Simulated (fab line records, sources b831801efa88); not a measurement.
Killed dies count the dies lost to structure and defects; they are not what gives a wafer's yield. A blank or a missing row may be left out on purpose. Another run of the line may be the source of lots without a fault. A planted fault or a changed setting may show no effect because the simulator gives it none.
The same fault as seen by 2 desks ; flow gf180mcu ; only its own numbers are on each desk; what lay behind them is given at the end

THE METROLOGY DESK
Lot by lot, what the gauges showed, no matter which tool ran the lot: averages of those sampled wafers that carry a number. Marked OUT: a lot whose mean sits more than 4 standard deviations from the usual mean, which makes it out of limits; the brackets give that distance.
Columns: A = CONTACT_W_THK at GF_CONTACT_THK_MEAS_26, usual 303 nm
lot;first seen here;A
L798;day 15 23:53;306
L799;day 16 07:59;303
L800;day 16 15:17;303
L807;day 19 06:20;304
L806;day 19 11:35;308
L810;day 20 21:59;299
L813;day 22 02:50;307
L815;day 22 07:59;296
L816;day 22 17:58;299
L817;day 22 20:43;299
L818;day 23 14:35;303
L819;day 23 15:47;302
L820;day 23 21:18;304
L821;day 24 05:59;302
Result from this desk: across the 14 lots, nothing is out of limits.

FOR THE TOOL OWNER'S DESK: implanter-02
The tool's own readings at GF_HV_LDD_IMPLANT_21, given as means over the sampled wafers that have a number, one for each lot that went through this tool. Marked OUT: a lot whose mean sits more than 4 standard deviations from the usual mean, which makes it out of limits; the brackets give that distance.
Columns: A = beam energy keV at GF_HV_LDD_IMPLANT_21, usual 25.002
lot;first seen here;A
L798;day 10 13:38;24.993
L799;day 10 23:47;24.994
L807;day 13 10:29;23.328 (-99 or more) OUT
L806;day 13 13:46;23.324 (-99 or more) OUT
L819;day 17 09:59;24.995
L820;day 17 17:37;25.003
Finding of this desk: L806, L807 out of limits; the first was L807 at day 13 10:29, on beam energy keV at GF_HV_LDD_IMPLANT_21. In limits: L798, L799, L819, L820.

BROUGHT TOGETHER
An alarm could have come from the tool owner's desk at day 13 10:29, on L806, L807.
Metrology desk: nothing out of limits seen.
The metrology desk holds a record of L806, L807, inside its limits.
Every lot named ran GF_HV_LDD_IMPLANT_21 on implanter-02.

WHAT THE SIMULATOR HAD PUT IN
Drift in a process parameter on implanter-02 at GF_HV_LDD_IMPLANT_21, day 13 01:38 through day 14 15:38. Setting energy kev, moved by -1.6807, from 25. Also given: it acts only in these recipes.
Struck lots among those shown: L806, L807.
Delay in hours, fault start to first out-of-limits reading, by desk: the tool owner's desk at 9.
